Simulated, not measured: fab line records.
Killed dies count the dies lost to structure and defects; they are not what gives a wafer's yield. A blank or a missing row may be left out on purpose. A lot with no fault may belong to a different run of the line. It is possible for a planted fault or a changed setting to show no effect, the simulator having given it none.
Check of tool commonality | flow gf180mcu | Lots sampled 12, wafers sampled 36

## WHY IT WAS OPENED
GF_HV_LDD_OVL_MEAS_32, reading HV_LDD_02_OVL: flagged on 2 of 12 lots. Wafers without a fault read 0.2 nm, standard deviation 1.4.
Rule: a lot is flagged when every wafer of it that has a number lies more than 4 standard deviations from that mean, or none has a number. All remaining lots are regarded as sound.

lot  | measured     | on         | HV_LDD_02_OVL (nm), wafer by wafer | flag
L394 | day 11 18:32 | overlay-02 | 0.9 1.1 -0.1                       |
L395 | day 12 03:55 | overlay-02 | -0.1 -0.2 -1.4                     |
L396 | day 12 06:46 | overlay-02 | 3.3 0.4 1.2                        |
L398 | day 12 19:41 | overlay-01 | 0.7 -0.8 -2.2                      |
L400 | day 13 10:50 | overlay-02 | 0.8 1.1 -0.2                       |
L404 | day 14 19:08 | overlay-02 | 116.5 114.9 116.6                  | FLAGGED
L405 | day 15 03:55 | overlay-01 | -1.3 0.5 -0.3                      |
L406 | day 15 12:41 | overlay-02 | 116.1 115.0 114.2                  | FLAGGED
L408 | day 16 03:05 | overlay-01 | -0.6 -2.6 -1.9                     |
L411 | day 17 03:40 | overlay-01 | -0.7 -0.1 -1.7                     |
L412 | day 17 13:14 | overlay-01 | 1.1 0.0 -0.7                       |
L415 | day 18 06:52 | overlay-02 | -1.9 -0.3 -1.4                     |
On average the flagged lots' numbers are 115.5 nm, which is +115.3 nm against the usual, or +82 standard deviations.

## LOT BY LOT: THE TOOL USED
The record holds 2 process steps before the reading, out of a route of 602 steps. Each cell gives the tool, then ch followed by the chambers the sampled wafers passed through, then the start.
lot  | flag    | GF_HV_LDD_STRIP_22                   | GF_HV_LDD_EXPOSE_28
L394 |         | plasma_asher-04 ch 0,1, day 10 23:32 | iline_stepper-01 ch 0, day 11 09:26
L395 |         | plasma_asher-02 ch 0,1, day 11 09:17 | iline_stepper-01 ch 0, day 11 18:13
L396 |         | plasma_asher-01 ch 0,1, day 11 11:52 | iline_stepper-02 ch 0, day 11 21:08
L398 |         | plasma_asher-02 ch 0, day 12 00:05   | iline_stepper-02 ch 0, day 12 09:50
L400 |         | plasma_asher-02 ch 0,1, day 12 14:43 | iline_stepper-02 ch 0, day 13 01:31
L404 | FLAGGED | plasma_asher-02 ch 0,1, day 13 22:19 | iline_stepper-01 ch 0, day 14 08:53
L405 |         | plasma_asher-04 ch 0,1, day 14 06:31 | iline_stepper-02 ch 0, day 14 17:20
L406 | FLAGGED | plasma_asher-04 ch 0,1, day 14 15:45 | iline_stepper-01 ch 0, day 15 02:21
L408 |         | plasma_asher-01 ch 0,1, day 15 05:41 | iline_stepper-02 ch 0, day 15 16:32
L411 |         | plasma_asher-02 ch 0,1, day 16 05:40 | iline_stepper-02 ch 0, day 16 17:14
L412 |         | plasma_asher-02 ch 0,1, day 16 14:09 | iline_stepper-02 ch 0, day 17 01:22
L415 |         | plasma_asher-02 ch 0,1, day 17 08:51 | iline_stepper-02 ch 0, day 17 19:58
What is done by these steps:
- GF_HV_LDD_STRIP_22: strips in O2/N2.
- GF_HV_LDD_EXPOSE_28: exposes mask Nplus HV AREA, target cd 400 nm.
- GF_HV_LDD_OVL_MEAS_32

## FLAGGED OVER TOTAL, TOOL BY TOOL (the gauges that took the reading come last)
step                  | tool             | lots run | flagged | share of the flagged lots | sound lots run after its first flagged lot
GF_HV_LDD_STRIP_22    | plasma_asher-01  | 2        | 0       | none                      | -
GF_HV_LDD_STRIP_22    | plasma_asher-02  | 7        | 1       | some                      | 3 (L411,L412,L415)
GF_HV_LDD_STRIP_22    | plasma_asher-04  | 3        | 1       | some                      | 0
GF_HV_LDD_EXPOSE_28   | iline_stepper-01 | 4        | 2       | all                       | 0
GF_HV_LDD_EXPOSE_28   | iline_stepper-02 | 8        | 0       | none                      | -
GF_HV_LDD_OVL_MEAS_32 | overlay-01       | 5        | 0       | none                      | -
GF_HV_LDD_OVL_MEAS_32 | overlay-02       | 7        | 2       | all                       | 1 (L415)

## WHAT THE TABLE ALLOWS
2 rows of the table ran every flagged lot: iline_stepper-01 at GF_HV_LDD_EXPOSE_28, overlay-02 at GF_HV_LDD_OVL_MEAS_32.
- iline_stepper-01 at GF_HV_LDD_EXPOSE_28 ran 4 lots, 2 of them flagged. Last sound lot L395 at day 11 18:13, first flagged lot L404 at day 14 08:53; a fault beginning in between fits.
- overlay-02 at GF_HV_LDD_OVL_MEAS_32 ran 7 lots, 2 of them flagged. After the first flagged lot (L415), sound lots still ran on it; a lasting fault on the whole tool would not permit that.
iline_stepper-01 at GF_HV_LDD_EXPOSE_28 is the single tool remaining.

## WHAT THE SIMULATOR PUT IN
Scanner matching overlay: iline_stepper-01, from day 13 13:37 on, at GF_HV_LDD_EXPOSE_28. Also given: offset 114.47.
Lots struck among those shown: L404, L406. The rule above found the same.
